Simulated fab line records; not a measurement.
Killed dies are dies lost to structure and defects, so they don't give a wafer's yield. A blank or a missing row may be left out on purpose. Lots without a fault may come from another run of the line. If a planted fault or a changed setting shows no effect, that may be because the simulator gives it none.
Which tool did it?    flow sky130    13 lots, 39 wafers sampled, at 4 steps of a route of 708

== WHAT EACH GAUGE READ, for each wafer ==
SKY_LI_CONTACT_RS_MEAS_22: the measuring method here is four-point-probe.
lot   measured      on             LI_CONTACT_W_RS (ohm/sq)
L393  day 29 19:09  film_metro-02  0.2805 0.2816 0.2818
L396  day 30 18:09  film_metro-02  0.2859 0.2871 0.2872
L395  day 30 20:00  film_metro-01  0.2847 0.2823 0.2840
L397  day 31 02:58  film_metro-01  0.2852 0.2834 0.2870
L399  day 31 17:30  film_metro-02  0.2869 0.2858 0.2862
L401  day 32 02:13  film_metro-03  0.2859 0.2896 0.2839
L402  day 32 13:33  film_metro-03  0.2858 0.2853 0.2836
L407  day 34 01:07  film_metro-02  0.2862 0.2868 0.2820
L408  day 34 07:01  film_metro-02  0.2758 0.2777 0.2804
L410  day 34 18:55  film_metro-01  0.2819 0.2867 0.2879
L411  day 35 03:08  film_metro-03  0.2859 0.2879 0.2905
L412  day 35 13:25  film_metro-02  0.2836 0.2837 0.2838
L416  day 36 16:39  film_metro-02  0.2883 0.2895 0.2895

SKY_VIA2_RS_MEAS_22: the measuring method here is four-point-probe.
lot   measured      on             VIA2_W_RS (ohm/sq)
L393  day 36 21:49  film_metro-04  0.277 0.274 0.276
L396  day 37 21:40  film_metro-01  0.275 0.275 0.277
L395  day 37 23:03  film_metro-01  0.272 0.270 0.267
L397  day 38 03:05  film_metro-01  0.272 0.268 0.265
L399  day 38 17:53  film_metro-02  0.273 0.271 0.270
L401  day 39 02:30  film_metro-02  0.276 0.273 0.274
L402  day 39 10:26  film_metro-02  0.267 0.277 0.272
L410  day 41 11:34  film_metro-04  0.272 0.271 0.269
L411  day 41 20:37  film_metro-01  0.268 0.275 0.275
L412  day 42 04:58  film_metro-01  0.281 0.279 0.278
L416  day 43 06:10  film_metro-04  0.280 0.280 0.277

== EACH LOT AND THE TOOL THAT RAN IT (in order: tool; ch and the chambers of the sampled wafers; start) ==
lot   SKY_CONTACT_STRIP_19                  SKY_VIA2_HDPCVD_00
L393  plasma_asher-03 ch 0,1, day 32 05:09  hdpcvd-01 ch 0,2, day 35 18:11
L396  plasma_asher-04 ch 0,1, day 33 03:37  hdpcvd-02 ch 1,2, day 36 17:49
L395  plasma_asher-03 ch 0,1, day 33 05:11  hdpcvd-01 ch 1,2, day 36 18:48
L397  plasma_asher-02 ch 1, day 33 11:57    hdpcvd-01 ch 1,2, day 36 23:29
L399  plasma_asher-03 ch 0,1, day 34 02:22  hdpcvd-02 ch 1,2, day 37 14:37
L401  plasma_asher-03 ch 0,1, day 34 11:09  hdpcvd-01 ch 0,2, day 37 23:35
L402  plasma_asher-02 ch 0,1, day 34 20:42  hdpcvd-02 ch 0,1, day 38 07:46
L407  plasma_asher-03 ch 0,1, day 36 07:37  hdpcvd-02 ch 1,2, day 39 17:11
L408  plasma_asher-04 ch 0,1, day 36 14:38  hdpcvd-02 ch 1,2, day 39 23:10
L410  plasma_asher-02 ch 0,1, day 37 01:20  hdpcvd-02 ch 0,2, day 40 09:35
L411  plasma_asher-04 ch 0,1, day 37 09:21  hdpcvd-02 ch 0,1,2, day 40 18:59
L412  plasma_asher-04 ch 0,1, day 37 19:59  hdpcvd-02 ch 0,1,2, day 41 04:05
L416  plasma_asher-04 ch 0,1, day 38 23:33  hdpcvd-02 ch 1,2, day 42 05:44
- SKY_CONTACT_STRIP_19: strips in O2/N2.
- SKY_VIA2_HDPCVD_00: deposits SiO2, target thk 1180 nm, time 196.7 s.

== WHAT THE TOOLS THEMSELVES READ (means of the sampled wafers that have a number; where no wafer has one, the mark that the record gives instead) ==
SKY_CONTACT_STRIP_19.
lot   tool             chamber_pressure_mTorr (mTorr)  drypump_motor_current_A (A)  oes_product_au (a.u.)  strip_time_to_endpoint_s (s)
L393  plasma_asher-03  1500.3                          5.9                          0.382                  3.63
L396  plasma_asher-04  1500.1                          5.3                          0.383                  3.64
L395  plasma_asher-03  1499.8                          5.9                          0.378                  3.58
L397  plasma_asher-02  1499.3                          5.9                          0.376                  3.64
L399  plasma_asher-03  1501.0                          5.5                          0.379                  3.60
L401  plasma_asher-03  1500.1                          5.9                          0.380                  3.63
L402  plasma_asher-02  1499.5                          5.7                          0.388                  3.64
L407  plasma_asher-03  1500.2                          5.9                          0.376                  3.63
L408  plasma_asher-04  1500.1                          5.3                          0.382                  3.62
L410  plasma_asher-02  1499.9                          5.7                          0.384                  3.63
L411  plasma_asher-04  1499.9                          5.3                          0.379                  3.60
L412  plasma_asher-04  1500.2                          5.1                          0.384                  3.61
L416  plasma_asher-04  1500.1                          5.1                          0.378                  3.59

SKY_VIA2_HDPCVD_00.
lot   tool       pressure_mtorr (mTorr)  run_length_s (s)
L393  hdpcvd-01  5.990                   224.9
L396  hdpcvd-02  5.991                   225.2
L395  hdpcvd-01  5.996                   225.1
L397  hdpcvd-01  6.011                   224.7
L399  hdpcvd-02  6.004                   225.2
L401  hdpcvd-01  5.992                   225.1
L402  hdpcvd-02  6.008                   225.2
L407  hdpcvd-02  -                       -
L408  hdpcvd-02  -                       -
L410  hdpcvd-02  6.007                   224.8
L411  hdpcvd-02  5.996                   224.8
L412  hdpcvd-02  5.988                   224.8
L416  hdpcvd-02  5.994                   225.0

== THE ANSWER, worked out from the rows above alone ==
Rule: the usual values come from the lots themselves. The widest of any qualifying gaps counts: lots, ordered by their means at a reading, are off when they make up no more than a third of the lots, leave a main group of 4 or more, and stand apart from it by 3 or more times the standard deviation of that group's means. The tables above print the reading to a certain number of digits; a main group whose means all agree to those digits is not used. A lot without any number at a reading at which 4 lots or more have one is off too. Any other lot the step has rows for is counted as sound. Order of review: gauges by route order, followed by the tools' own readings, for which a lot's mean as printed above is used. The first step at which some lot is off is used, and at that step the reading that is off furthest; a lot without a number counts as furthest.
Off, at SKY_VIA2_HDPCVD_00 on pressure_mtorr: L407, L408. Without a number there: L407, L408. For the main group the mean is 5.998 mTorr and the standard deviation 0.0077.
A tool fits if, at that step or a process step before it, it ran every lot that is off, and no sound lot after the first of them. No candidate that was tried fits.

== WHAT THE SIMULATOR PUT IN ==
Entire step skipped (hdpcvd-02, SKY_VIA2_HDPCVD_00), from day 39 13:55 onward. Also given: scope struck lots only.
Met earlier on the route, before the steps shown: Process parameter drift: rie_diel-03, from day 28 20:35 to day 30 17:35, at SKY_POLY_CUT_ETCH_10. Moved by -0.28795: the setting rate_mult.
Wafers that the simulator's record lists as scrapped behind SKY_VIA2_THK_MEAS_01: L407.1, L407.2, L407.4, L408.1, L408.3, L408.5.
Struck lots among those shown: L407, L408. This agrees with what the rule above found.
